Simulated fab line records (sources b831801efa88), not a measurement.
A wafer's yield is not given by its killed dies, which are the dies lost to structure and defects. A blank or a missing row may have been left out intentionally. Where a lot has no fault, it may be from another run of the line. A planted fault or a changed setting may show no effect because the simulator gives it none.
Chamber matching    flow gf180mcu    4 sister chambers for GF_STI_ETCH_14 on rie_si-01
The step etches Si in HBr/Cl2/O2, target depth 360 nm, time 102.9 s. 4 wafers are shown with their chamber, then 8 later ones without.

WAFERS PAIRED WITH THEIR CHAMBERS
wafer   chamber  drypump_motor_current_A (A)
L425.2  2        5.6
L425.6  1        5.5
L431.6  0        6.6
L432.1  3        5.5

WAFERS WITH NO CHAMBER GIVEN
wafer   drypump_motor_current_A (A)
L432.4  5.6
L432.5  5.6
L434.2  6.6
L434.3  5.6
L434.5  6.7
L438.1  5.6
L438.2  5.6
L438.6  5.6

THE CHAMBER EACH PASSED THROUGH
wafer    from the rows above   in truth
L432.4   2                     2
L432.5   2                     2
L434.2   0                     0
L434.3   2                     2
L434.5   0                     0
L438.1   2                     2
L438.2   2                     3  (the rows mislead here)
L438.6   2                     2
Correct placement for 7 of the 8. From these rows, 0 cannot be placed. Placed wrongly: 1.
How it was worked out, from the rows above alone: a wafer's distance from a chamber is the root of the sum, over the readings, of the square of ((its reading less the chamber's mean) divided by the reading's scatter). The wafer belongs to the nearest chamber; if the next one is less than 2 further off, it can't be placed. Each chamber's mean is taken over the wafers shown for it. The scatter: with one shown wafer a chamber, the root of the mean of the squares of how far each hidden wafer lies from its nearest shown one.
